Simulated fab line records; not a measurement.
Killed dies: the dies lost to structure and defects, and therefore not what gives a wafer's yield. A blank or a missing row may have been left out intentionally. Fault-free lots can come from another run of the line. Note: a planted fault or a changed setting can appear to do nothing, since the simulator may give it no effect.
fab line records -- flow sky130 -- part 2 of 2: steps 28 to 36 of 36
record: lots: 5, wafers: 15, lastDay: 49
route steps=708 shown VIA1@473 METAL2@483 VIA2@507
lots that met no fault: taken from a fault-free run of the same line
startH: the number of hours between the record's first day and the start of the first shown wafer of the lot -- waitH: how many hours have passed since the lot's step before this one -- " unchanged from the row above -- L1.1+2: several wafers, shown together as one row -- - value missing, or start not given -- * or withheld: withheld -- < > ~ a bound
route shown NAME@n: a module of which the file shows steps, and the number in the route of the first -- usual: mean/standard deviation of fault-free wafers -- same: alike in all rows -- chamber/n: place in a boat -- sites: per-site readings -- _std_site: the standard deviation of these -- _edge_site: the outer-site mean with the inner-site mean subtracted -- radiusMm: how far each site lies from the wafer's centre -- mask NAME#n: copy n -- behind: the tool/chamber that last shaped the wafer -- hold: why the lot went on hold/how many hours it stayed there/how the hold came to an end -- device: names the non-switching transistor (n, p or np) -- end of line: at the end of the route, the tests of the same wafers -- where a step has no rows: the recipe by itself -- killed: count of dies lost to structure and defects at first sort (not the wafer's yield) -- map: a wafer's dies, marking killed ones x, the rest . and places with no die _
set.NAME: the setting that was run; set.NAME@STEP: the one run at that earlier step -- model.NAME: the simulator's own value behind a step, which no gauge read
certain route steps with their lots: each step a table, each wafer a row
services: a tool's chamber out of use, with start hour (startH, from the record's first day; less than 0 if before it), hours out, and reason
== steps ==
step: SKY_METAL2_DESCUM_17
recipe: chemistry: O2, sourcePowerW: 150, biasPowerW: 0, pressureMtorr: 10, tempC: 40, timeS: 8
usual: drypumpMotorCurrentA: 5.7/0.52, oesProductAu: 0.999/0.0076
lot.wafer,tool,chamber,startH,waitH,drypumpMotorCurrentA,oesProductAu,rfHoursCounterH
L079.2,rieMetal-03,0,855.64,0.0,4.9,0.993,8
L079.3,rieMetal-03,1,855.64,0.0,5.5,0.992,-
L079.4,rieMetal-03,0,855.64,0.0,4.9,1.003,-
L080.3,rieMetal-02,0,864.00,0.0,5.7,1.009,-
L080.5,rieMetal-02,1,864.00,0.0,5.9,1.005,-
L080.6,rieMetal-02,0,864.00,0.0,5.8,0.997,-
L081.1,rieMetal-03,0,870.14,0.0,4.9,0.987,9
L081.2,rieMetal-03,1,870.14,0.0,5.4,0.993,7
L081.6,rieMetal-03,1,870.14,0.0,5.4,0.989,-
L089.2,rieMetal-02,1,930.84,0.0,5.9,1.006,11
L089.4,rieMetal-02,0,930.84,0.0,5.8,1.008,-
L089.5,rieMetal-02,0,930.84,0.0,5.8,1.007,-
L090.3,rieMetal-02,1,953.10,0.0,5.9,1.012,-
L090.4,rieMetal-02,0,953.10,0.0,5.8,1.014,-
L090.6,rieMetal-02,1,953.10,0.0,5.9,1.011,-
step: SKY_METAL2_ETCH_18
recipe: chemistry: N2/H2, target: BARC, ionEnergyEv: 200, biasW: 100, pressureMtorr: 30, n2FlowSccm: 100, h2FlowSccm: 200, icpW: 500, stopOn: SiO2, timeS: 45.9, targetDepthA: 600
usual: drypumpMotorCurrentA: 5.7/0.53, oesProductAu: 0.854/0.0044, throttleValvePct: 13.224/0.009
lot.wafer,tool,chamber,startH,waitH,drypumpMotorCurrentA,oesProductAu,rfHoursCounterH,throttleValvePct
L079.2,rieMetal-03,0,855.67,0.0,4.9,0.851,8,13.224
L079.3,rieMetal-03,1,855.67,0.0,5.4,0.857,-,13.213
L079.4,rieMetal-03,0,855.67,0.0,4.9,0.866,-,13.225
L080.3,rieMetal-02,0,864.04,0.0,5.8,0.846,-,13.220
L080.5,rieMetal-02,1,864.04,0.0,5.9,0.855,-,13.221
L080.6,rieMetal-02,0,864.04,0.0,5.7,0.853,-,13.217
L081.1,rieMetal-03,0,870.17,0.0,5.0,0.850,9,13.231
L081.2,rieMetal-03,1,870.17,0.0,5.4,0.848,7,13.225
L081.6,rieMetal-03,1,870.17,0.0,5.4,0.853,-,13.229
L089.2,rieMetal-02,1,930.87,0.0,5.9,0.862,11,13.222
L089.4,rieMetal-02,0,930.87,0.0,5.7,0.862,-,13.211
L089.5,rieMetal-02,0,930.87,0.0,5.8,0.858,-,13.233
L090.3,rieMetal-02,1,953.14,0.0,5.9,0.855,-,13.232
L090.4,rieMetal-02,0,953.14,0.0,5.7,0.855,-,13.223
L090.6,rieMetal-02,1,953.14,0.0,5.9,0.851,-,13.219
step: SKY_METAL2_METAL_ETCH_19
recipe: targetDepthA: 3600, stopOn: SiO2, overEtchFrac: 0.3, timeS: 78, chemistry: Cl2/BCl3, resistSidewallDeg: 88, pressureMtorr: 10, icpW: 900, biasW: 48.5, Cl2_flow_sccm: 60, bcl3FlowSccm: 30
usual: drypumpMotorCurrentA: 5.7/0.53, oesProductAu: 0.853/0.0058, throttleValvePct: 22.265/0.0091
lot.wafer,tool,chamber,startH,waitH,drypumpMotorCurrentA,oesProductAu,rfHoursCounterH,throttleValvePct
L079.2,rieMetal-03,0,855.73,0.0,4.9,0.863,8,22.277
L079.3,rieMetal-03,1,855.73,0.0,5.4,0.860,-,22.269
L079.4,rieMetal-03,0,855.73,0.0,4.9,0.849,-,22.269
L080.3,rieMetal-02,0,864.11,0.1,5.8,0.860,-,22.275
L080.5,rieMetal-02,1,864.11,0.1,5.9,0.852,-,22.260
L080.6,rieMetal-02,0,864.11,0.1,5.7,0.857,-,22.259
L081.1,rieMetal-03,0,870.24,0.0,4.9,0.853,9,22.267
L081.2,rieMetal-03,1,870.24,0.0,5.4,0.851,7,22.253
L081.6,rieMetal-03,1,870.24,0.0,5.4,0.859,-,22.282
L089.2,rieMetal-02,1,930.93,0.0,5.9,0.859,11,22.268
L089.4,rieMetal-02,0,930.93,0.0,5.8,0.845,-,22.255
L089.5,rieMetal-02,0,930.93,0.0,5.8,0.853,-,22.253
L090.3,rieMetal-02,1,953.21,0.1,5.9,0.855,-,22.270
L090.4,rieMetal-02,0,953.21,0.1,5.8,0.856,-,22.262
L090.6,rieMetal-02,1,953.21,0.1,5.9,0.861,-,22.261
step: SKY_METAL2_STRIP_20
recipe: chemistry: O2/N2, powerW: 1400, pressureMtorr: 1500, platenTempC: withheld, o2FlowSccm: 3000, n2FlowSccm: 300, overashFraction: 0.5
usual: drypumpMotorCurrentA: 5.78/0.24, o2FlowSccm: 2999/10, oesProductAu: 0.343/0.005, stripTimeToEndpointS: 2.70/0.035
lot.wafer,tool,chamber,startH,waitH,drypumpMotorCurrentA,o2FlowSccm,oesProductAu,rfHoursCounterH,stripTimeToEndpointS
L079.2,plasmaAsher-03,1,855.82,0.1,5.76,3000,0.345,101,2.72
L079.3,plasmaAsher-03,0,855.82,0.1,5.84,2998,0.350,-,2.78
L079.4,plasmaAsher-03,1,855.82,0.1,5.77,2985,0.350,-,2.76
L080.3,plasmaAsher-04,1,864.21,0.1,5.27,3006,0.339,-,2.70
L080.5,plasmaAsher-04,1,864.21,0.1,5.25,3000,0.347,-,2.72
L080.6,plasmaAsher-04,0,864.21,0.1,5.54,3000,0.343,-,2.73
L081.1,plasmaAsher-02,0,870.33,0.1,5.99,2979,0.343,76,2.71
L081.2,plasmaAsher-02,1,870.33,0.1,6.00,3020,0.337,76,2.68
L081.6,plasmaAsher-02,0,870.33,0.1,6.00,2992,0.346,-,2.72
L089.2,plasmaAsher-03,1,931.02,0.1,5.75,2990,0.335,108,2.68
L089.4,plasmaAsher-03,1,931.02,0.1,5.77,2985,0.337,-,2.66
L089.5,plasmaAsher-03,0,931.02,0.1,5.86,2999,0.338,-,2.67
L090.3,plasmaAsher-04,0,953.31,0.1,5.56,2977,0.335,-,2.69
L090.4,plasmaAsher-04,1,953.31,0.1,5.27,2996,0.346,-,2.66
L090.6,plasmaAsher-04,0,953.31,0.1,5.56,2986,0.339,-,2.68
step: SKY_METAL2_STRIP_21
recipe: chemistry: postEtchResidueRemover, timeS: 1200, tempC: 72.5
lot.wafer,tool,chamber,startH,waitH
L079.2+3+4,wetBench-04,3,855.92,0.1
L080.3+5+6,wetBench-02,2,864.27,0.0
L081.1+2+6,wetBench-04,3,870.43,0.1
L089.2+4+5,wetBench-01,0,931.12,0.1
L090.3+4+6,wetBench-04,2,953.37,0.0
step: SKY_METAL2_CLEAN_22
recipe: chemistry: IPA, timeS: 180, tempC: 25
lot.wafer,tool,chamber,startH,waitH
L079.2+3+4,wetBench-01,0,856.30,0.0
L080.3+5+6,wetBench-04,3,864.62,0.0
L081.1+2+6,wetBench-01,3,870.77,0.0
L089.2+4+5,wetBench-04,3,931.50,0.0
L090.3+4+6,wetBench-02,2,953.72,0.0
step: SKY_METAL2_CLEAN_23
recipe: chemistry: O3/DIW, dry: n2Spin
lot.wafer,tool,chamber,startH,waitH
L079.2+3+4,wetBench-02,3,856.35,0.0
L080.3+5+6,wetBench-01,1,864.67,0.0
L081.1+2+6,wetBench-02,3,870.83,0.0
L089.2+4+5,wetBench-02,3,931.56,0.0
L090.3+4+6,wetBench-01,2,953.77,0.0
step: SKY_VIA2_HDPCVD_00
recipe: material: SiO2, targetThkNm: 1180, sigmaOpenFrac: 0.3, timeS: 196.7, tempC: 400, sih4FlowSccm: 60, pressureMtorr: 6
lot.wafer,tool,chamber,startH,waitH
L079.2+3+4,hdpcvd-02,"1,0,2",856.45,0.0
L080.3+5+6,hdpcvd-02,"0,2,0",864.77,0.0
L081.1+2+6,hdpcvd-02,"1,0,2",870.92,0.0
L089.2+4+5,hdpcvd-02,"2,2,0",931.65,0.0
L090.3+4+6,hdpcvd-02,"0,0,1",953.87,0.0
step: SKY_VIA2_THK_MEAS_01
recipe: reads: SiO2_of_VIA2_HDPCVD_00
usual: VIA2_HDPCVD_THK: 1191/11
lot.wafer,tool,chamber,startH,waitH,VIA2_HDPCVD_THK[nm]
L079.2,filmMetro-02,-,856.58,0.1,1208
L079.3,filmMetro-02,-,856.58,0.1,1193
L079.4,filmMetro-02,-,856.58,0.1,1188
L080.3,filmMetro-02,-,864.91,0.1,1192
L080.5,filmMetro-02,-,864.91,0.1,1190
L080.6,filmMetro-02,-,864.91,0.1,1186
L081.1,filmMetro-03,-,871.05,0.1,1202
L081.2,filmMetro-03,-,871.05,0.1,1194
L081.6,filmMetro-03,-,871.05,0.1,1191
L089.2,filmMetro-01,-,931.79,0.1,1196
L089.4,filmMetro-01,-,931.79,0.1,1188
L089.5,filmMetro-01,-,931.79,0.1,1186
L090.3,filmMetro-03,-,954.01,0.1,1194
L090.4,filmMetro-03,-,954.01,0.1,1189
L090.6,filmMetro-03,-,954.01,0.1,1191
== services ==
tool,chamber,startH,hours,kind
cmp-01,-,804.46,1.1,repair
pvdSputter-04,-,805.84,2.1,repair
krfScanner-01,-,806.13,1.3,pm
cvdW-02,-,810.86,0.5,repair
rieMetal-03,-,826.90,15.6,pm
cmp-02,-,832.09,5.0,repair
hdpcvd-02,2,832.37,2.1,repair
cmp-01,-,835.17,0.3,repair
cvdW-01,-,845.12,2.8,pm
pvdSputter-04,-,846.54,6.6,repair
wetBench-03,-,848.87,1.6,repair
pvdSputter-02,-,866.25,1.1,repair
rieDiel-03,1,869.69,19.0,repair
wetBench-01,-,872.38,6.9,repair
cvdW-02,-,904.00,14.0,pm
pvdSputter-03,-,907.18,6.7,repair
hdpcvd-02,0,911.75,4.7,repair
cmp-02,-,912.17,4.0,pm
cmp-01,-,934.40,6.5,repair
cmp-01,-,935.63,0.3,repair
krfScanner-01,-,941.11,1.0,pm
krfScanner-01,-,948.38,0.8,pm
plasmaAsher-03,-,952.13,2.9,repair
krfScanner-01,-,952.83,0.3,repair
